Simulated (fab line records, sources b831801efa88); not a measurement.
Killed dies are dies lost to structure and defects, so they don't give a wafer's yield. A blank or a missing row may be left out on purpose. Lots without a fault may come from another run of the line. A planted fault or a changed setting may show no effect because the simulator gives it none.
Chamber matching | flow gf180mcu | GF_MIM_CVD_05 on pecvd-02: 3 sister chambers
The step deposits Si3N4, target thk 42 nm, time 29.086 s. 6 wafers are shown with their chamber, then 7 later ones without.

WAFERS WITH THEIR CHAMBER
wafer  | chamber | heater_power_w (W)
L280.4 | 0       | 660
L282.1 | 1       | 718
L282.2 | 2       | 506
L282.3 | 0       | 684
L283.3 | 2       | 488
L283.4 | 1       | 823

WAFERS WITHOUT THEIR CHAMBER
wafer  | heater_power_w (W)
L283.5 | 684
L291.1 | 505
L291.4 | 500
L291.5 | 851
L294.2 | 645
L294.3 | 859
L294.6 | 863

WHICH CHAMBER EACH WENT THROUGH
wafer  | from the rows above     | in truth
L283.5 | can't be placed: 0 or 1 | 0
L291.1 | 2                       | 2
L291.4 | 2                       | 2
L291.5 | 1                       | 1
L294.2 | 0                       | 0
L294.3 | 1                       | 1
L294.6 | 1                       | 1
Placed correctly: 6 of 7. Can't be placed from these rows: 1 (the true chamber is among the candidates in 1). Placed wrongly: 0.
How it was worked out, from the rows above alone: a wafer's distance from a chamber is the root of the sum, over the readings, of the square of ((its reading less the chamber's mean) divided by the reading's scatter). The wafer belongs to the nearest chamber; if the next one is less than 2 further off, it can't be placed. A chamber's mean is the mean of its shown wafers. The scatter: the root of (the sum of the squares of (reading less its chamber's mean) over the shown wafers, divided by (wafers less chambers)).
